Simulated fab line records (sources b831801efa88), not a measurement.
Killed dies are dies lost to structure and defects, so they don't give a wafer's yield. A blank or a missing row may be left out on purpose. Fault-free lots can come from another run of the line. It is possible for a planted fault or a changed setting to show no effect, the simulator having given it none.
Which tool is to blame? + flow sfq_line + Sampling: 14 lots, 42 wafers, 3 of 325 route steps

== WHAT THE GAUGES READ, wafer by wafer ==
The record holds no reading of a measuring or inspecting step that can be judged against a usual standard deviation.

== EACH LOT AND THE TOOL THAT RAN IT (in order: tool; ch and the chambers of the sampled wafers; start) ==
| lot  | SFQ_TRILAYER_I0_CMP_CMP_028   | SFQ_TRILAYER_I0_METRO_MEASURE_029 | SFQ_TRILAYER_I0_VIA_ETCH_VIA_ETCH_034 |
|------|-------------------------------|-----------------------------------|---------------------------------------|
| L694 | cmp-02 ch 0,3, day 8 13:26    | film_metro-03, day 8 16:34        | rie_diel-04 ch 1,2,3, day 10 11:58    |
| L696 | cmp-01 ch 0,1, day 9 08:32    | film_metro-03, day 9 11:52        | rie_diel-01 ch 1,3, day 11 04:46      |
| L697 | cmp-01 ch 0,1,2, day 9 11:32  | film_metro-03, day 9 14:40        | rie_diel-03 ch 0,1,3, day 11 07:10    |
| L698 | cmp-01 ch 0,1, day 9 21:02    | film_metro-01, day 10 00:04       | rie_diel-03 ch 1,2,3, day 12 09:34    |
| L699 | cmp-01 ch 0,1, day 10 06:02   | film_metro-04, day 10 08:40       | rie_diel-01 ch 0,2, day 12 19:24      |
| L700 | cmp-01 ch 0,1,3, day 10 09:32 | film_metro-01, day 10 11:40       | rie_diel-04 ch 0,1, day 12 21:34      |
| L701 | cmp-02 ch 1,2,3, day 10 14:14 | film_metro-04, day 10 16:46       | rie_diel-03 ch 2,3, day 13 03:48      |
| L702 | cmp-01 ch 1,2,3, day 11 01:02 | film_metro-01, day 11 03:52       | rie_diel-01 ch 0,1,2, day 13 13:10    |
| L711 | cmp-01 ch 0,1,2, day 13 03:32 | film_metro-04, day 13 06:40       | rie_diel-01 ch 0,1,2, day 15 21:28    |
| L712 | cmp-01 ch 0,2,3, day 13 10:02 | film_metro-04, day 13 12:40       | rie_diel-03 ch 0,2,3, day 16 04:40    |
| L713 | cmp-02 ch 0,2,3, day 13 17:28 | film_metro-03, day 13 20:17       | rie_diel-01 ch 0,2, day 16 11:52      |
| L714 | cmp-01 ch 0,2,3, day 14 01:02 | film_metro-01, day 14 03:40       | rie_diel-04 ch 1,2,3, day 16 22:13    |
| L715 | cmp-02 ch 1,2,3, day 14 04:58 | film_metro-03, day 14 08:05       | rie_diel-01 ch 0,1, day 17 03:01      |
| L716 | cmp-02 ch 0,3, day 14 07:58   | film_metro-04, day 14 11:29       | rie_diel-03 ch 0,1,3, day 17 07:49    |
- SFQ_TRILAYER_I0_CMP_CMP_028: polishes SiO2.
- SFQ_TRILAYER_I0_METRO_MEASURE_029
- SFQ_TRILAYER_I0_VIA_ETCH_VIA_ETCH_034: etches SiO2 in CHF3, stops on Nb, target depth 260 nm.

== WHAT THE TOOLS THEMSELVES READ (means of the sampled wafers that have a number; where no wafer has one, the mark that the record gives instead) ==
SFQ_TRILAYER_I0_CMP_CMP_028.
| lot  | tool   | motor_current_A (A) | retaining_ring_pressure_frac | time_to_endpoint_s (s) |
|------|--------|---------------------|------------------------------|------------------------|
| L694 | cmp-02 | 10.4                | 1.001                        | 196                    |
| L696 | cmp-01 | 12.0                | 1.001                        | 208                    |
| L697 | cmp-01 | 11.6                | 0.997                        | 209                    |
| L698 | cmp-01 | 12.0                | 1.000                        | 219                    |
| L699 | cmp-01 | 11.4                | 0.997                        | 198                    |
| L700 | cmp-01 | 11.6                | 0.999                        | 204                    |
| L701 | cmp-02 | 10.0                | 0.999                        | 212                    |
| L702 | cmp-01 | 11.2                | 0.998                        | 207                    |
| L711 | cmp-01 | 11.3                | 1.002                        | 214                    |
| L712 | cmp-01 | 10.9                | 1.000                        | 209                    |
| L713 | cmp-02 | 10.0                | 1.000                        | 213                    |
| L714 | cmp-01 | 11.1                | 0.996                        | 216                    |
| L715 | cmp-02 | 10.0                | 1.001                        | 202                    |
| L716 | cmp-02 | 10.5                | 0.995                        | 206                    |

SFQ_TRILAYER_I0_METRO_MEASURE_029.
| lot  | tool          | thk_nm (nm) |
|------|---------------|-------------|
| L694 | film_metro-03 | 199.7       |
| L696 | film_metro-03 | 201.2       |
| L697 | film_metro-03 | 199.5       |
| L698 | film_metro-01 | 199.8       |
| L699 | film_metro-04 | 216.4       |
| L700 | film_metro-01 | 216.9       |
| L701 | film_metro-04 | 198.2       |
| L702 | film_metro-01 | 199.2       |
| L711 | film_metro-04 | 200.0       |
| L712 | film_metro-04 | 200.2       |
| L713 | film_metro-03 | 199.7       |
| L714 | film_metro-01 | 199.1       |
| L715 | film_metro-03 | 199.3       |
| L716 | film_metro-04 | 198.1       |

SFQ_TRILAYER_I0_VIA_ETCH_VIA_ETCH_034.
| lot  | tool        | bias_w (W) | drypump_motor_current_A (A) | oes_product_au (a.u.) |
|------|-------------|------------|-----------------------------|-----------------------|
| L694 | rie_diel-04 | 80.20      | 6.0                         | 0.853                 |
| L696 | rie_diel-01 | 80.23      | 6.0                         | 0.859                 |
| L697 | rie_diel-03 | 79.77      | 5.8                         | 0.853                 |
| L698 | rie_diel-03 | 79.99      | 5.8                         | 0.858                 |
| L699 | rie_diel-01 | 79.85      | 5.8                         | 0.894                 |
| L700 | rie_diel-04 | 79.81      | 6.0                         | 0.894                 |
| L701 | rie_diel-03 | 79.93      | 5.8                         | 0.853                 |
| L702 | rie_diel-01 | 79.90      | 5.7                         | 0.850                 |
| L711 | rie_diel-01 | 80.00      | 5.7                         | 0.861                 |
| L712 | rie_diel-03 | 79.99      | 5.8                         | 0.853                 |
| L713 | rie_diel-01 | 79.98      | 5.8                         | 0.856                 |
| L714 | rie_diel-04 | 79.83      | 6.0                         | 0.854                 |
| L715 | rie_diel-01 | 79.79      | 5.3                         | 0.851                 |
| L716 | rie_diel-03 | 79.83      | 5.8                         | 0.845                 |

== THE ANSWER, worked out from the rows above alone ==
Rule: what is usual is taken from the lots themselves. Put in order of their means at a reading, lots are off if they are a third of the lots or fewer, leave a main group of 4 or more, and stand apart from it by a gap of 3 or more times the standard deviation of the main group's means; of several such gaps the widest counts. The tables above print the reading to a certain number of digits; a main group whose means all agree to those digits is not used. A lot without any number at a reading at which 4 lots or more have one is off too. Where the step has rows for the other lots, those lots are counted as sound. Order of review: gauges by route order, followed by the tools' own readings, for which a lot's mean as printed above is used. At the first step where some lot is off, the reading lying furthest off is the one used; lots without a number count as furthest.
Off: L699, L700 (SFQ_TRILAYER_I0_METRO_MEASURE_029, thk_nm). The main group has a mean of 199.5 nm with a standard deviation of 0.8.
A tool fits if, at that step or a process step before it, it ran every lot that is off, and no sound lot after the first of them. Not one of the candidates tried fits.

== WHAT HAD BEEN PUT IN BY THE SIMULATOR ==
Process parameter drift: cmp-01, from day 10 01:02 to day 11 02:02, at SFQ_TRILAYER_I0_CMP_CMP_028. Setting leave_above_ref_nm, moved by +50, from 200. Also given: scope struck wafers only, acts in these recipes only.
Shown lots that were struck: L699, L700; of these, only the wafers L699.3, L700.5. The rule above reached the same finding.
